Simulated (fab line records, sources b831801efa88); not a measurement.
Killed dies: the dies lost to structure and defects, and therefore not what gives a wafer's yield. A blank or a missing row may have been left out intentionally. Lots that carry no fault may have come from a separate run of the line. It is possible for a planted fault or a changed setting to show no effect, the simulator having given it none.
Chamber matching -- flow gf180mcu -- 3 sister chambers for GF_V4_CVD_00 on hdpcvd-02
The step deposits SiO2, target thk 600 nm, time 100 s. 16 wafers are shown with their chamber, then 8 later ones without.

== WAFERS PAIRED WITH THEIR CHAMBERS ==
wafer,chamber,runLengthS (s),pressureMtorr (mTorr)
L568.4,0,127.7,5.987
L568.5,2,127.4,6.002
L568.6,1,129.2,5.994
L569.1,1,129.0,5.992
L569.3,0,127.6,5.983
L569.6,1,129.0,6.023
L570.1,0,127.7,5.980
L570.3,2,127.6,5.996
L570.4,0,127.6,5.998
L583.1,0,127.9,6.030
L583.3,1,129.1,6.003
L583.6,0,127.9,6.016
L586.2,2,127.2,5.976
L586.5,0,127.9,6.007
L586.6,2,127.5,5.988
L588.4,2,127.4,5.995

SIGNATURES (averages over the wafers above)
reading,chamber 0,chamber 1,chamber 2,scatter within a chamber
runLengthS,127.757,129.075,127.420,0.134
pressureMtorr,6.00014,6.00300,5.99140,0.0154
Rule: for each reading, subtract the chamber's mean from the wafer's reading, divide by that reading's scatter and square the result; add these up over the readings and take the root, which gives the wafer's distance from the chamber. The wafer belongs to the nearest chamber; if the next one is less than 2 further off, it can't be placed. How the scatter is found: for the shown wafers, subtract from each reading the mean of its chamber, square and add these, divide the total by (wafers less chambers), then take the root.

== WAFERS WHOSE CHAMBER IS MISSING ==
wafer,runLengthS (s),pressureMtorr (mTorr)
L588.5,129.1,6.004
L588.6,127.7,5.997
L590.4,128.4,6.008
L590.5,127.2,6.002
L590.6,128.8,5.981
L591.1,128.5,6.008
L591.3,127.4,6.002
L591.5,127.6,6.005

== THE CHAMBER EACH PASSED THROUGH ==
wafer,from the rows above,in truth
L588.5,1,1
L588.6,can't be placed: 0 or 2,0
L590.4,can't be placed: 0 or 1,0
L590.5,2,2
L590.6,1,1
L591.1,can't be placed: 1 or 0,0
L591.3,can't be placed: 2 or 0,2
L591.5,can't be placed: 0 or 2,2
Correctly placed: 3 of 8. Cannot be placed on the basis of these rows: 5; the candidates contain the true chamber in 5. Number placed wrongly: 0.
